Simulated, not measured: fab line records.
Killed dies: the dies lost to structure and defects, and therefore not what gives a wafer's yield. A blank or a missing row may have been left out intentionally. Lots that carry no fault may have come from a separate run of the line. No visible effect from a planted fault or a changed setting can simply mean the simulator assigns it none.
Which tool did it? | flow sky130 | 18 wafers from 6 lots sampled at 4 of the route's 708 steps

== WHAT THE GAUGES READ, wafer by wafer ==
SKY_PASSIVATION_THK_MEAS_03.
lot  | measured     | on           | PASSIVATION_CVD_02_THK (nm)
L200 | day 44 12:14 | filmMetro-03 | 541 550 537
L202 | day 44 23:01 | filmMetro-03 | 527 528 536
L208 | day 46 18:40 | filmMetro-01 | 545 524 539
L215 | day 48 13:14 | filmMetro-02 | 536 551 549
L218 | day 48 23:10 | filmMetro-02 | 529 547 536
L220 | day 49 08:37 | filmMetro-03 | 536 534 547

== EACH LOT AND THE TOOL THAT RAN IT (in order: tool; ch and the chambers of the sampled wafers; start) ==
lot  | SKY_CONTACT_SPUTTER_23      | SKY_METAL4_METAL_ETCH_18         | SKY_METAL5_SPUTTER_04
L200 | pvdSputter-01, day 32 05:40 | rieMetal-01 ch 0,1, day 42 10:14 | pvdSputter-03, day 43 11:50
L202 | pvdSputter-02, day 32 20:54 | rieMetal-03 ch 0,1, day 42 21:48 | pvdSputter-03, day 43 23:32
L208 | pvdSputter-01, day 35 02:59 | rieMetal-01 ch 0,1, day 44 19:40 | pvdSputter-04, day 45 20:26
L215 | pvdSputter-04, day 37 12:03 | rieMetal-01 ch 0,1, day 46 18:18 | pvdSputter-03, day 47 17:08
L218 | pvdSputter-01, day 38 00:40 | rieMetal-03 ch 0, day 47 05:45   | pvdSputter-02, day 48 04:16
L220 | pvdSputter-04, day 38 11:17 | rieMetal-02 ch 0,1, day 47 13:12 | pvdSputter-02, day 48 14:42
- SKY_CONTACT_SPUTTER_23: material TiN, target thk 20 nm, time 80 s.
- SKY_METAL4_METAL_ETCH_18: etches the open film in Cl2/BCl3, stops on SiO2, target depth 845 nm, time 183.1 s.
- SKY_METAL5_SPUTTER_04: material TiN, target thk 70 nm, time 57.49 s.

== THE ANSWER, worked out from the rows above alone ==
Rule: what is usual is taken from the lots themselves. The widest of any qualifying gaps counts: lots, ordered by their means at a reading, are off when they make up no more than a third of the lots, leave a main group of 4 or more, and stand apart from it by 3 or more times the standard deviation of that group's means. Not used: any main group whose means are identical at the precision the tables above print for the reading. Also off: a lot with no number at a reading for which 4 or more lots have one. All remaining lots with rows at the step are treated as sound.
No lot is off at any reading shown: from this, nothing can be told.

== WHAT THE SIMULATOR HAD INSERTED ==
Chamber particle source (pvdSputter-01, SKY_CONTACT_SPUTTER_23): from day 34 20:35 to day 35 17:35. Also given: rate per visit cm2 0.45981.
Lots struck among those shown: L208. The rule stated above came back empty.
